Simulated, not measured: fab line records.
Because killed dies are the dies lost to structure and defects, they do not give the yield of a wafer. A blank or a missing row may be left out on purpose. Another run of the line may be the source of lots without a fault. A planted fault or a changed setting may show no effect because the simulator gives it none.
What tool caused it? | flow sky130 | Sampling: 13 lots, 39 wafers, 2 of 708 route steps

## WHAT EACH GAUGE READ, for each wafer
SKY_CONTACT_THK_MEAS_01.
lot  | measured     | on            | CONTACT_CVD_00_THK (nm)
L597 | day 30 06:00 | film-metro-02 | 74.6 76.0 76.0
L598 | day 30 09:04 | film-metro-04 | 75.9 77.3 77.2
L600 | day 30 20:39 | film-metro-04 | 73.9 73.8 74.7
L601 | day 31 11:02 | film-metro-04 | 76.0 75.2 74.8
L604 | day 32 04:40 | film-metro-04 | 74.3 74.3 75.7
L605 | day 32 18:55 | film-metro-02 | 73.6 75.6 74.6
L606 | day 33 04:56 | film-metro-02 | 74.9 75.9 75.6
L607 | day 33 14:01 | film-metro-04 | 74.5 74.2 74.8
L608 | day 34 04:36 | film-metro-03 | 75.1 76.3 76.9
L609 | day 36 04:03 | film-metro-04 | 73.4 73.5 75.1
L610 | day 36 09:21 | film-metro-04 | 76.3 75.9 75.7
L612 | day 36 12:49 | film-metro-03 | 73.8 74.2 74.1
L614 | day 36 14:26 | film-metro-02 | 75.3 74.7 76.8

## TOOL THAT RAN EACH LOT (tool first, then ch and the chambers of the sampled wafers, then the start)
lot  | SKY_LI_CONTACT_ETCH_15
L597 | rie-diel-02 ch 0,2,3, day 29 00:14
L598 | rie-diel-01 ch 0,2,3, day 29 03:15
L600 | rie-diel-01 ch 0,1,3, day 29 14:47
L601 | rie-diel-02 ch 1,2,3, day 30 04:52
L604 | rie-diel-02 ch 0,3, day 30 22:53
L605 | rie-diel-01 ch 0,2,3, day 31 13:08
L606 | rie-diel-03 ch 0,2, day 32 00:06
L607 | rie-diel-01 ch 1,2,3, day 32 09:32
L608 | rie-diel-02 ch 0,1,2, day 32 23:25
L609 | rie-diel-01 ch 0,2,3, day 35 00:05
L610 | rie-diel-02 ch 0,2,3, day 35 05:29
L612 | rie-diel-01 ch 0,1, day 35 08:32
L614 | rie-diel-01 ch 1,2, day 35 10:35
- SKY_LI_CONTACT_ETCH_15: etches PSG in C4F8/O2/Ar, stops on Si, target depth 600 nm.

## AS READ BY THE TOOLS THEMSELVES (means over the sampled wafers that have a number; for cases with no such wafer, the mark the record gives instead)
SKY_LI_CONTACT_ETCH_15.
lot  | tool        | oes-product-au (a.u.)
L597 | rie-diel-02 | 0.832
L598 | rie-diel-01 | 0.830
L600 | rie-diel-01 | 0.839
L601 | rie-diel-02 | 0.840
L604 | rie-diel-02 | 0.839
L605 | rie-diel-01 | 0.837
L606 | rie-diel-03 | 0.835
L607 | rie-diel-01 | 0.832
L608 | rie-diel-02 | 0.838
L609 | rie-diel-01 | 0.835
L610 | rie-diel-02 | 0.836
L612 | rie-diel-01 | 0.842
L614 | rie-diel-01 | 0.836

## THE ANSWER, worked out from the rows above alone
Rule: the usual values come from the lots themselves. The widest of any qualifying gaps counts: lots, ordered by their means at a reading, are off when they make up no more than a third of the lots, leave a main group of 4 or more, and stand apart from it by 3 or more times the standard deviation of that group's means. If all means in a main group match to the digits the tables above print for the reading, that group is not used. Also off: a lot with no number at a reading for which 4 or more lots have one. All remaining lots with rows at the step are treated as sound. After the gauges, taken in route order, come the tools' own readings; for these a lot's mean is taken, as printed above. The first step at which some lot is off is used, and at that step the reading that is off furthest; a lot without a number counts as furthest.
Across all readings shown, no lot is off: no conclusion can be drawn from this.

## WHAT THE SIMULATOR PUT IN
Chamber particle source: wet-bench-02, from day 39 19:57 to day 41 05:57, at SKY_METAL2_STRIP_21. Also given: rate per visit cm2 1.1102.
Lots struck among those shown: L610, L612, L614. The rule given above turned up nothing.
